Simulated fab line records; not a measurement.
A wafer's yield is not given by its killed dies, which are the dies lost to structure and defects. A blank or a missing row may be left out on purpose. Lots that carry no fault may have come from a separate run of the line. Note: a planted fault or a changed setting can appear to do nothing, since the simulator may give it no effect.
What tool caused it? :: flow gf180mcu :: 72 wafers from 24 lots sampled at 4 of the route's 602 steps

WHAT THE GAUGES READ, wafer by wafer
GF_V4_THK_MEAS_03.
lot: L074
measured: day 23 15:59
on: film-metro-02
V4_CVD_02_THK (nm): 828 840 851

lot: L075
measured: day 24 00:42
on: film-metro-01
V4_CVD_02_THK (nm): 859 874 875

lot: L076
measured: day 24 12:32
on: film-metro-02
V4_CVD_02_THK (nm): 857 859 859

lot: L077
measured: day 24 14:56
on: film-metro-01
V4_CVD_02_THK (nm): 846 862 864

lot: L078
measured: day 24 20:52
on: film-metro-04
V4_CVD_02_THK (nm): 842 845 854

lot: L079
measured: day 25 11:23
on: film-metro-02
V4_CVD_02_THK (nm): 861 871 878

lot: L080
measured: day 25 14:15
on: film-metro-02
V4_CVD_02_THK (nm): 843 854 869

lot: L081
measured: day 26 03:31
on: film-metro-01
V4_CVD_02_THK (nm): 849 849 850

lot: L082
measured: day 26 06:53
on: film-metro-04
V4_CVD_02_THK (nm): 837 846 850

lot: L083
measured: day 26 10:48
on: film-metro-01
V4_CVD_02_THK (nm): 852 854 863

lot: L084
measured: day 26 16:05
on: film-metro-02
V4_CVD_02_THK (nm): 852 847 869

lot: L085
measured: day 27 04:01
on: film-metro-02
V4_CVD_02_THK (nm): 847 849 866

lot: L086
measured: day 27 11:43
on: film-metro-04
V4_CVD_02_THK (nm): 849 862 856

lot: L087
measured: day 28 00:41
on: film-metro-01
V4_CVD_02_THK (nm): 855 845 840

lot: L088
measured: day 28 03:48
on: film-metro-04
V4_CVD_02_THK (nm): 833 848 843

lot: L089
measured: day 28 10:11
on: film-metro-02
V4_CVD_02_THK (nm): 857 858 872

lot: L090
measured: day 28 21:09
on: film-metro-01
V4_CVD_02_THK (nm): 855 840 868

lot: L091
measured: day 28 23:47
on: film-metro-04
V4_CVD_02_THK (nm): 862 868 866

lot: L092
measured: day 29 03:48
on: film-metro-01
V4_CVD_02_THK (nm): 865 865 861

lot: L093
measured: day 29 11:25
on: film-metro-04
V4_CVD_02_THK (nm): 853 861 866

lot: L094
measured: day 29 20:54
on: film-metro-04
V4_CVD_02_THK (nm): 832 839 840

lot: L095
measured: day 30 03:32
on: film-metro-02
V4_CVD_02_THK (nm): 843 862 860

lot: L096
measured: day 30 04:56
on: film-metro-01
V4_CVD_02_THK (nm): 845 853 864

lot: L097
measured: day 30 09:05
on: film-metro-02
V4_CVD_02_THK (nm): 846 875 862

GF_V5_BOW_MEAS_05.
lot: L074
measured: day 26 12:11
on: film-metro-04
V5_BOW (um): 127 131 129

lot: L075
measured: day 26 19:37
on: film-metro-04
V5_BOW (um): 124 118 126

lot: L076
measured: day 27 07:47
on: film-metro-03
V5_BOW (um): 126 130 136

lot: L077
measured: day 27 09:42
on: film-metro-03
V5_BOW (um): 145 138 129

lot: L078
measured: day 27 15:03
on: film-metro-03
V5_BOW (um): 128 135 122

lot: L079
measured: day 28 04:11
on: film-metro-03
V5_BOW (um): 131 134 124

lot: L080
measured: day 28 07:44
on: film-metro-03
V5_BOW (um): 138 144 149

lot: L081
measured: day 28 19:07
on: film-metro-04
V5_BOW (um): 118 118 127

lot: L082
measured: day 28 22:42
on: film-metro-03
V5_BOW (um): 125 140 131

lot: L083
measured: day 29 02:10
on: film-metro-04
V5_BOW (um): 154 146 159

lot: L084
measured: day 29 07:55
on: film-metro-02
V5_BOW (um): 143 137 146

lot: L085
measured: day 29 18:26
on: film-metro-04
V5_BOW (um): 118 119 136

lot: L086
measured: day 30 02:03
on: film-metro-04
V5_BOW (um): 139 117 124

lot: L087
measured: day 30 12:02
on: film-metro-04
V5_BOW (um): 141 125 122

lot: L088
measured: day 30 16:44
on: film-metro-02
V5_BOW (um): 136 130 141

lot: L089
measured: day 30 21:59
on: film-metro-03
V5_BOW (um): 129 142 133

lot: L090
measured: day 31 07:28
on: film-metro-02
V5_BOW (um): 133 129 143

lot: L091
measured: day 31 11:16
on: film-metro-02
V5_BOW (um): 131 134 125

lot: L092
measured: day 31 15:25
on: film-metro-04
V5_BOW (um): 138 137 141

lot: L093
measured: day 31 21:38
on: film-metro-02
V5_BOW (um): 128 129 135

lot: L094
measured: day 32 06:02
on: film-metro-02
V5_BOW (um): 140 153 139

lot: L095
measured: day 32 12:45
on: film-metro-03
V5_BOW (um): 149 148 143

lot: L096
measured: day 32 13:17
on: film-metro-03
V5_BOW (um): 131 134 124

lot: L097
measured: day 32 17:28
on: film-metro-03
V5_BOW (um): 124 127 121

WHAT TOOL EACH LOT RAN ON (gives the tool, then ch and the chambers of the sampled wafers, and finally the start)
lot: L074
GF_V3_SPUTTER_22: pvd-sputter-03, day 22 17:05
GF_MIM_METAL_ETCH_19: rie-metal-03 ch 0,1, day 25 13:31

lot: L075
GF_V3_SPUTTER_22: pvd-sputter-03, day 23 00:31
GF_MIM_METAL_ETCH_19: rie-metal-03 ch 0,1, day 25 21:08

lot: L076
GF_V3_SPUTTER_22: pvd-sputter-01, day 23 12:52
GF_MIM_METAL_ETCH_19: rie-metal-01 ch 0,1, day 26 09:38

lot: L077
GF_V3_SPUTTER_22: pvd-sputter-03, day 23 15:04
GF_MIM_METAL_ETCH_19: rie-metal-01 ch 0,1, day 26 11:33

lot: L078
GF_V3_SPUTTER_22: pvd-sputter-03, day 23 21:26
GF_MIM_METAL_ETCH_19: rie-metal-02 ch 0,1, day 26 17:20

lot: L079
GF_V3_SPUTTER_22: pvd-sputter-01, day 24 11:59
GF_MIM_METAL_ETCH_19: rie-metal-03 ch 0,1, day 27 06:43

lot: L080
GF_V3_SPUTTER_22: pvd-sputter-01, day 24 14:46
GF_MIM_METAL_ETCH_19: rie-metal-03 ch 0, day 27 10:29

lot: L081
GF_V3_SPUTTER_22: pvd-sputter-01, day 25 05:17
GF_MIM_METAL_ETCH_19: rie-metal-01 ch 0,1, day 27 21:50

lot: L082
GF_V3_SPUTTER_22: pvd-sputter-01, day 25 08:32
GF_MIM_METAL_ETCH_19: rie-metal-02 ch 0,1, day 28 01:32

lot: L083
GF_V3_SPUTTER_22: pvd-sputter-01, day 25 11:50
GF_MIM_METAL_ETCH_19: rie-metal-02 ch 0,1, day 28 05:11

lot: L084
GF_V3_SPUTTER_22: pvd-sputter-01, day 25 17:59
GF_MIM_METAL_ETCH_19: rie-metal-01 ch 0,1, day 28 10:23

lot: L085
GF_V3_SPUTTER_22: pvd-sputter-03, day 26 05:36
GF_MIM_METAL_ETCH_19: rie-metal-02 ch 0, day 28 21:44

lot: L086
GF_V3_SPUTTER_22: pvd-sputter-01, day 26 13:17
GF_MIM_METAL_ETCH_19: rie-metal-02 ch 0,1, day 29 04:54

lot: L087
GF_V3_SPUTTER_22: pvd-sputter-04, day 27 03:08
GF_MIM_METAL_ETCH_19: rie-metal-01 ch 0,1, day 29 15:50

lot: L088
GF_V3_SPUTTER_22: pvd-sputter-03, day 27 06:20
GF_MIM_METAL_ETCH_19: rie-metal-01 ch 0,1, day 29 20:35

lot: L089
GF_V3_SPUTTER_22: pvd-sputter-04, day 27 12:07
GF_MIM_METAL_ETCH_19: rie-metal-03 ch 0, day 30 02:17

lot: L090
GF_V3_SPUTTER_22: pvd-sputter-01, day 28 00:11
GF_MIM_METAL_ETCH_19: rie-metal-01 ch 0,1, day 30 11:50

lot: L091
GF_V3_SPUTTER_22: pvd-sputter-04, day 28 02:49
GF_MIM_METAL_ETCH_19: rie-metal-02 ch 0,1, day 30 15:49

lot: L092
GF_V3_SPUTTER_22: pvd-sputter-01, day 28 06:49
GF_MIM_METAL_ETCH_19: rie-metal-03 ch 1, day 30 19:50

lot: L093
GF_V3_SPUTTER_22: pvd-sputter-01, day 28 14:49
GF_MIM_METAL_ETCH_19: rie-metal-01 ch 0,1, day 31 02:22

lot: L094
GF_V3_SPUTTER_22: pvd-sputter-01, day 28 23:44
GF_MIM_METAL_ETCH_19: rie-metal-01 ch 0,1, day 31 11:14

lot: L095
GF_V3_SPUTTER_22: pvd-sputter-04, day 29 07:01
GF_MIM_METAL_ETCH_19: rie-metal-02 ch 0,1, day 31 18:09

lot: L096
GF_V3_SPUTTER_22: pvd-sputter-03, day 29 08:05
GF_MIM_METAL_ETCH_19: rie-metal-01 ch 0, day 31 18:47

lot: L097
GF_V3_SPUTTER_22: pvd-sputter-03, day 29 12:37
GF_MIM_METAL_ETCH_19: rie-metal-01 ch 0, day 31 22:23
- GF_V3_SPUTTER_22: material TiN, target thk 10 nm, time 40 s.
- GF_MIM_METAL_ETCH_19: etches the open film in Cl2/BCl3, stops on Si3N4, target depth 324.5 nm, time 54.1 s.

WHAT THE TOOLS THEMSELVES READ (means of the sampled wafers that have a number; where no wafer has one, the mark that the record gives instead)
GF_V3_SPUTTER_22.
lot: L074
tool: pvd-sputter-03
throttle-valve-pct (%): 29.0

lot: L075
tool: pvd-sputter-03
throttle-valve-pct (%): 29.8

lot: L076
tool: pvd-sputter-01
throttle-valve-pct (%): 29.7

lot: L077
tool: pvd-sputter-03
throttle-valve-pct (%): 28.9

lot: L078
tool: pvd-sputter-03
throttle-valve-pct (%): 30.2

lot: L079
tool: pvd-sputter-01
throttle-valve-pct (%): 31.2

lot: L080
tool: pvd-sputter-01
throttle-valve-pct (%): 30.5

lot: L081
tool: pvd-sputter-01
throttle-valve-pct (%): 29.9

lot: L082
tool: pvd-sputter-01
throttle-valve-pct (%): 30.0

lot: L083
tool: pvd-sputter-01
throttle-valve-pct (%): 29.7

lot: L084
tool: pvd-sputter-01
throttle-valve-pct (%): 30.6

lot: L085
tool: pvd-sputter-03
throttle-valve-pct (%): 28.6

lot: L086
tool: pvd-sputter-01
throttle-valve-pct (%): 30.2

lot: L087
tool: pvd-sputter-04
throttle-valve-pct (%): 29.8

lot: L088
tool: pvd-sputter-03
throttle-valve-pct (%): 29.0

lot: L089
tool: pvd-sputter-04
throttle-valve-pct (%): 29.2

lot: L090
tool: pvd-sputter-01
throttle-valve-pct (%): 30.0

lot: L091
tool: pvd-sputter-04
throttle-valve-pct (%): 30.8

lot: L092
tool: pvd-sputter-01
throttle-valve-pct (%): 30.0

lot: L093
tool: pvd-sputter-01
throttle-valve-pct (%): 30.9

lot: L094
tool: pvd-sputter-01
throttle-valve-pct (%): 30.2

lot: L095
tool: pvd-sputter-04
throttle-valve-pct (%): 29.2

lot: L096
tool: pvd-sputter-03
throttle-valve-pct (%): 29.0

lot: L097
tool: pvd-sputter-03
throttle-valve-pct (%): 29.3

GF_MIM_METAL_ETCH_19.
lot: L074
tool: rie-metal-03
drypump-motor-current-A (A): 5.5
oes-product-au (a.u.): 0.943
throttle-valve-pct (%): 28.288

lot: L075
tool: rie-metal-03
drypump-motor-current-A (A): 5.6
oes-product-au (a.u.): 0.951
throttle-valve-pct (%): 28.271

lot: L076
tool: rie-metal-01
drypump-motor-current-A (A): 4.9
oes-product-au (a.u.): 0.930
throttle-valve-pct (%): 28.293

lot: L077
tool: rie-metal-01
drypump-motor-current-A (A): 4.9
oes-product-au (a.u.): 0.938
throttle-valve-pct (%): 28.280

lot: L078
tool: rie-metal-02
drypump-motor-current-A (A): 5.8
oes-product-au (a.u.): 0.940
throttle-valve-pct (%): 28.280

lot: L079
tool: rie-metal-03
drypump-motor-current-A (A): 5.5
oes-product-au (a.u.): 0.939
throttle-valve-pct (%): 28.273

lot: L080
tool: rie-metal-03
drypump-motor-current-A (A): 5.1
oes-product-au (a.u.): 0.941
throttle-valve-pct (%): 28.278

lot: L081
tool: rie-metal-01
drypump-motor-current-A (A): 4.9
oes-product-au (a.u.): 0.940
throttle-valve-pct (%): 28.283

lot: L082
tool: rie-metal-02
drypump-motor-current-A (A): 5.8
oes-product-au (a.u.): 0.939
throttle-valve-pct (%): 28.286

lot: L083
tool: rie-metal-02
drypump-motor-current-A (A): 5.5
oes-product-au (a.u.): 0.946
throttle-valve-pct (%): 28.293

lot: L084
tool: rie-metal-01
drypump-motor-current-A (A): 4.9
oes-product-au (a.u.): 0.945
throttle-valve-pct (%): 28.286

lot: L085
tool: rie-metal-02
drypump-motor-current-A (A): 6.1
oes-product-au (a.u.): 0.939
throttle-valve-pct (%): 28.288

lot: L086
tool: rie-metal-02
drypump-motor-current-A (A): 5.8
oes-product-au (a.u.): 0.932
throttle-valve-pct (%): 28.293

lot: L087
tool: rie-metal-01
drypump-motor-current-A (A): 4.9
oes-product-au (a.u.): 0.940
throttle-valve-pct (%): 28.289

lot: L088
tool: rie-metal-01
drypump-motor-current-A (A): 4.9
oes-product-au (a.u.): 0.938
throttle-valve-pct (%): 28.276

lot: L089
tool: rie-metal-03
drypump-motor-current-A (A): 5.1
oes-product-au (a.u.): 0.949
throttle-valve-pct (%): 28.277

lot: L090
tool: rie-metal-01
drypump-motor-current-A (A): 5.1
oes-product-au (a.u.): 0.946
throttle-valve-pct (%): 28.277

lot: L091
tool: rie-metal-02
drypump-motor-current-A (A): 5.8
oes-product-au (a.u.): 0.946
throttle-valve-pct (%): 28.275

lot: L092
tool: rie-metal-03
drypump-motor-current-A (A): 6.4
oes-product-au (a.u.): 0.944
throttle-valve-pct (%): 28.287

lot: L093
tool: rie-metal-01
drypump-motor-current-A (A): 5.1
oes-product-au (a.u.): 0.941
throttle-valve-pct (%): 28.268

lot: L094
tool: rie-metal-01
drypump-motor-current-A (A): 5.2
oes-product-au (a.u.): 0.938
throttle-valve-pct (%): 28.289

lot: L095
tool: rie-metal-02
drypump-motor-current-A (A): 5.4
oes-product-au (a.u.): 0.939
throttle-valve-pct (%): 28.285

lot: L096
tool: rie-metal-01
drypump-motor-current-A (A): 5.4
oes-product-au (a.u.): 0.935
throttle-valve-pct (%): 28.280

lot: L097
tool: rie-metal-01
drypump-motor-current-A (A): 5.4
oes-product-au (a.u.): 0.942
throttle-valve-pct (%): 28.283

THE ANSWER, worked out from the rows above alone
Rule: the lots themselves supply what counts as usual. Put in order of their means at a reading, lots are off if they are a third of the lots or fewer, leave a main group of 4 or more, and stand apart from it by a gap of 3 or more times the standard deviation of the main group's means; of several such gaps the widest counts. Not used: any main group whose means are identical at the precision the tables above print for the reading. Also off: a lot with no number at a reading for which 4 or more lots have one. All remaining lots with rows at the step are treated as sound. After the gauges, taken in route order, come the tools' own readings; for these a lot's mean is taken, as printed above. At the first step where some lot is off, the reading lying furthest off is the one used; lots without a number count as furthest.
No lot is off on any of the readings shown, so nothing can be concluded from this.

WHAT WAS PUT IN BY THE SIMULATOR
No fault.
